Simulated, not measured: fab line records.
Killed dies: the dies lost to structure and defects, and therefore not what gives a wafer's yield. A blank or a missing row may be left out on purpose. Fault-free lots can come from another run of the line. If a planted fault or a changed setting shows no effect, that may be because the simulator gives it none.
Which tool is to blame?	flow gf180mcu	Sampling: 14 lots, 42 wafers, 3 of 602 route steps

== WHAT THE GAUGES READ, wafer by wafer ==
GF_HV_LDD_TW_MEAS_23.
lot	measured	on	HV_LDD_2_TW
L223	day 10 20:58	film metro-01	1054 1054 1059
L225	day 11 09:53	film metro-03	1054 1050 1052
L227	day 12 02:29	film metro-03	1062 1055 1048
L228	day 12 04:42	film metro-03	1053 1059 1053
L229	day 12 15:08	film metro-02	1054 1057 1053
L231	day 13 04:32	film metro-02	1049 1050 1054
L233	day 14 02:05	film metro-02	1053 1049 1052
L234	day 14 06:22	film metro-01	1059 1059 1064
L235	day 14 15:25	film metro-02	1052 1055 1051
L236	day 14 20:49	film metro-03	1057 1052 1055
L238	day 15 14:31	film metro-03	1050 1052 1050
L243	day 17 11:19	film metro-03	1053 1056 1057
L246	day 18 04:49	film metro-01	1059 1060 1058
L245	day 18 07:55	film metro-02	1048 1053 1052

GF_HV_LDD_CD_MEAS_31: the cd target is 400 nm.
lot	measured	on	cd nm (nm)
L223	day 11 15:25	cd sem-01	398.1 400.0 399.0
L225	day 12 04:55	cd sem-02	396.3 396.7 398.1
L227	day 12 21:14	cd sem-02	397.6 396.7 398.8
L228	day 13 00:24	cd sem-01	395.5 397.0 397.6
L229	day 13 10:26	cd sem-02	396.5 397.4 397.2
L231	day 14 01:08	cd sem-01	399.8 399.0 399.0
L233	day 14 23:17	cd sem-01	399.9 400.5 400.0
L234	day 15 02:44	cd sem-02	402.7 402.3 401.0
L235	day 15 12:19	cd sem-01	401.1 399.5 398.7
L236	day 15 18:12	cd sem-02	402.8 403.0 401.6
L238	day 16 12:28	cd sem-01	400.1 398.6 400.4
L243	day 18 10:16	cd sem-02	398.8 397.8 397.9
L246	day 19 04:28	cd sem-01	402.3 401.0 401.8
L245	day 19 07:43	cd sem-01	399.2 399.8 399.9

GF_HV_LDD_TW_MEAS_50.
lot	measured	on	HV_LDD_4_TW
L223	day 12 11:49	film metro-02	567.8 567.5 564.8
L225	day 13 01:46	film metro-02	566.6 565.4 565.0
L227	day 13 18:23	film metro-02	564.7 565.7 566.0
L228	day 13 21:55	film metro-03	565.3 566.1 565.9
L229	day 14 07:46	film metro-01	567.9 569.6 571.5
L231	day 14 22:46	film metro-02	563.8 563.2 562.2
L233	day 15 21:52	film metro-02	565.4 568.5 565.6
L234	day 16 02:10	film metro-02	570.5 567.3 567.4
L235	day 16 11:33	film metro-02	569.6 569.0 570.8
L236	day 16 17:34	film metro-01	568.4 571.3 572.3
L238	day 17 12:22	film metro-01	572.3 570.8 574.2
L243	day 19 11:05	film metro-02	566.0 566.8 563.7
L246	day 20 06:13	film metro-01	567.7 566.5 564.8
L245	day 20 08:21	film metro-02	569.1 569.6 566.3

== EACH LOT AND THE TOOL THAT RAN IT (in order: tool; ch and the chambers of the sampled wafers; start) ==
There is no process step in the record ahead of these readings.

== AS READ BY THE TOOLS THEMSELVES (means over the sampled wafers that have a number; for cases with no such wafer, the mark the record gives instead) ==
The record holds no such reading with a usual standard deviation.

== THE ANSWER, worked out from the rows above alone ==
Rule: usual is defined by the lots themselves. Put in order of their means at a reading, lots are off if they are a third of the lots or fewer, leave a main group of 4 or more, and stand apart from it by a gap of 3 or more times the standard deviation of the main group's means; of several such gaps the widest counts. A main group whose means are all the same, to the digits that the tables above print for the reading, isn't used. Also off: a lot with no number at a reading for which 4 or more lots have one. The other lots that the step has rows for count as sound. Order of review: gauges by route order, followed by the tools' own readings, for which a lot's mean as printed above is used. The first step at which some lot is off is used, and at that step the reading that is off furthest; a lot without a number counts as furthest.
Nothing can be told from this: no lot is off at any reading shown.

== WHAT WAS PUT IN BY THE SIMULATOR ==
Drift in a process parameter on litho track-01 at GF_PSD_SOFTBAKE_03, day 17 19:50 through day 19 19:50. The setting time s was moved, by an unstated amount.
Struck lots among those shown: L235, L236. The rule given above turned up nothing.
